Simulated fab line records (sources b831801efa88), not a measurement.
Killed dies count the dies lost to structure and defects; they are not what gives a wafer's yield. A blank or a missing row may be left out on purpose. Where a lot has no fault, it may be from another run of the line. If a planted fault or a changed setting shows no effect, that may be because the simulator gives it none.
Struck lot and sound lot, side by side :: flow gf180mcu :: 37 out of 602 route steps
Sound: these wafers, L811.1, L811.2, L811.6. Struck: wafer L814.3 (L814.1, L814.6, from the same lot, were not struck and are left out); the cause is given at the end.
For every step that has rows: the tool of each side, followed by ch and its chambers, followed by its first start. Under that, the readings that differ: sound wafers :: struck wafers :: difference of the means :: sigmas: that difference in standard deviations of wafers without a fault.
alike: readings whose means differ by less than 2 such deviations, and words and numbers that are the same on both sides. not compared: withheld readings, readings that some wafer has no value for, bounds like >300 that may hide the same value, and numbers for which the record gives no deviation and whose values overlap.
The two part at a step that has a row with sigmas, a row that says differs or no value, or rows on one side only. When numbers do not overlap yet have no deviation, they are printed without sigmas and do not part them. A reading missing from all wafers of one side parts the sides only when that side holds two or more wafers.

first, 2 steps without rows for these wafers: GF_M3_PEB_12 (peb time 90 s); GF_M3_DEVELOP_13 (develop time 60 s).
GF_M3_CD_MEAS_14: target cd 280 nm.
  sound: cdSem-01 at day 24 01:43; struck: cdSem-02 at day 25 00:11
  alike: cdNm
GF_M3_OVL_MEAS_15:
  sound: overlay-01 at day 24 01:50; struck: overlay-02 at day 25 00:19
  alike: M3_OVL
then, 1 step without rows for these wafers: GF_M3_METAL_ETCH_16 (etches the open film in Cl2/BCl3, stops on SiO2, target depth 627.5 nm, time 104.6 s).
GF_M3_STRIP_17: strips in O2/N2.
  sound on plasmaAsher-04 ch 0,1, day 24 01:59; struck on plasmaAsher-02 ch 1, day 25 00:28
  alike: drypumpMotorCurrentA, heaterPowerW, oesProductAu, stripTimeToEndpointS
  not compared: rfHoursCounterH
then, 3 steps without rows for these wafers: GF_M3_STRIP_18 (strips in post etch residue remover, time 1200 s); GF_M3_CLEAN_19 (cleans in DIW); GF_V3_CVD_00 (deposits SiO2, target thk 600 nm, time 100 s).
GF_V3_THK_MEAS_01:
  sound: filmMetro-02 at day 24 02:56; struck: filmMetro-01 at day 25 01:04
  alike: V3_CVD_00_THK
GF_V3_CVD_02: deposits SiO2 from TEOS, target thk 850 nm, time 94.851 s.
  sound on pecvd-04 ch 0,1,2, day 24 02:59; struck on pecvd-04 ch 0, day 25 01:08
  alike: heaterPowerW
GF_V3_THK_MEAS_03:
  sound: filmMetro-01 at day 24 03:03; struck: filmMetro-04 at day 25 01:12
  alike: V3_CVD_02_THK
GF_V3_CMP_04: polishes SiO2.
  sound on cmp-01 ch 0,3, day 24 03:10; struck on cmp-01 ch 0, day 25 01:22
reading: timeToEndpointS (s)
sound: 77 69 81
struck: 14
difference: -62
sigmas: -10

reading: model.SiO2_of_V3_CVD_02.thkNm (nm)
sound: 632.6 630.8 632
struck: 788.2
difference: +156.4
sigmas: 
  alike: motorCurrentA, slurryFlowMlMin
GF_V3_BOW_MEAS_05:
  sound: filmMetro-04 at day 24 03:25; struck: filmMetro-02 at day 25 01:34
  alike: V3_BOW
then, 8 steps without rows for these wafers: GF_V3_DEHYDRATE_06 (time 60 s); GF_V3_HMDS_07 (prime time 60 s); GF_V3_COAT_08; GF_V3_COAT_09 (resist thk 1000 nm); GF_V3_SOFTBAKE_10 (time 60 s); GF_V3_EXPOSE_11 (exposes mask Via3, target cd 260 nm); GF_V3_PEB_12 (peb time 90 s); GF_V3_DEVELOP_13 (develop time 60 s).
GF_V3_CD_MEAS_14: target cd 260 nm.
  sound: cdSem-01 at day 25 01:12; struck: cdSem-02 at day 25 22:48
reading: cdNm (nm)
sound: 262.1 262.3 262.9
struck: 259.3
difference: -3.1
sigmas: -2
GF_V3_OVL_MEAS_15:
  sound: overlay-02 at day 25 01:19; struck: overlay-02 at day 25 22:55
  alike: V3_OVL
GF_V3_ETCH_16: etches BARC in N2/H2.
  sound on rieDiel-02 ch 0,2,3, day 25 01:22; struck on rieDiel-03 ch 0, day 25 22:58
  alike: drypumpMotorCurrentA, oesProductAu, throttleValvePct
GF_V3_ETCH_17: etches SiO2 in C4F8/O2/Ar, stops on TiN, target depth 635 nm.
  sound on rieDiel-02 ch 0,2,3; struck on rieDiel-03 ch 0
reading: oesProductAu (a.u.)
sound: 0.862 0.859 0.846
struck: 0.977
difference: +0.121
sigmas: +27

reading: model.V3.featureDepthNm (nm)
sound: 632.6 630.8 632
struck: 788.2
difference: +156.4
sigmas: 

reading: model.etch.depthNm (nm)
sound: 632.6 630.8 632
struck: 788.2
difference: +156.4
sigmas: 
GF_V3_STRIP_18: strips in O2/N2.
  sound on plasmaAsher-02 ch 0,1, day 25 01:29; struck on plasmaAsher-04 ch 1, day 25 23:05
  alike: drypumpMotorCurrentA, heaterPowerW, oesProductAu
  not compared: rfHoursCounterH
then, 4 steps without rows for these wafers: GF_V3_STRIP_19 (strips in post etch residue remover, time 1200 s); GF_V3_CLEAN_20 (cleans in DIW); GF_V3_SPUTTER_21 (material Ti, target thk 15 nm, time 80.02 s); GF_V3_SPUTTER_22 (material TiN, target thk 10 nm, time 40 s).
GF_V3_CVD_23: deposits W, target thk 350 nm, time 104.9 s.
  sound on cvdW-02 ch 0,1, day 25 02:07; struck on cvdW-01 ch 1, day 25 23:46
  alike: heaterPowerW
GF_V3_RS_MEAS_24: measurement is done with a four-point probe.
  sound: filmMetro-04 at day 25 02:14; struck: filmMetro-02 at day 25 23:53
reading: V3_W_RS (ohm/sq)
sound: 0.332 0.332 0.329
struck: 0.324
difference: -0.007
sigmas: -2
GF_V3_THK_MEAS_25: measures by xrf.
  sound: filmMetro-04 at day 25 02:21; struck: filmMetro-02 at day 26 00:01
reading: V3_W_THK (nm)
sound: 359 358 360
struck: 368
difference: +9
sigmas: +2
GF_V3_CMP_26: polishes, stops on SiO2, t overpolish 15 s, target thk 0 nm.
  sound on cmp-02 ch 1,2, day 25 02:25; struck on cmp-01 ch 1, day 26 00:19
reading: motorCurrentA (A)
sound: 12.8 10.9 10.4
struck: 9.5
difference: -1.9
sigmas: -2

reading: model.SiO2_of_V3_CVD_02.thkNm (nm)
sound: 628.8 627 628.2
struck: 784.4
difference: +156.4
sigmas: 
  alike: slurryFlowMlMin
then, 1 step without rows for these wafers: GF_M4_SPUTTER_00 (material Ti, target thk 37.5 nm, time 150 s).
-- the record jumps here: 6 days lie between the struck wafers' starts before and after (it left off in module M4 and takes up again in module PASSIVATION, whose first step shown is number 602 of the route) --
GF_PASSIVATION_PROBE_99:
  sound: prober-01 at day 31 06:30; struck: prober-02 at day 31 23:46
reading: model.etest.via3Chain.rcOhm
sound: 6.429 6.282 6.344
struck: 7.801
difference: +1.449
sigmas: 

reading: model.etest.met4Comb.leakLog10AUm
sound: -12.13 -12.14 -12.08
struck: -10.73
difference: +1.39
sigmas: 

WHERE THEY PART
At GF_V3_CMP_04 first; at GF_V3_CMP_26 last (within this record only).

WHY: the cause the simulator had injected
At GF_V3_CMP_04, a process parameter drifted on cmp-01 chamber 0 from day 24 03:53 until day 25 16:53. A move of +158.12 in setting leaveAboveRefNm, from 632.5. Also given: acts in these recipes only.
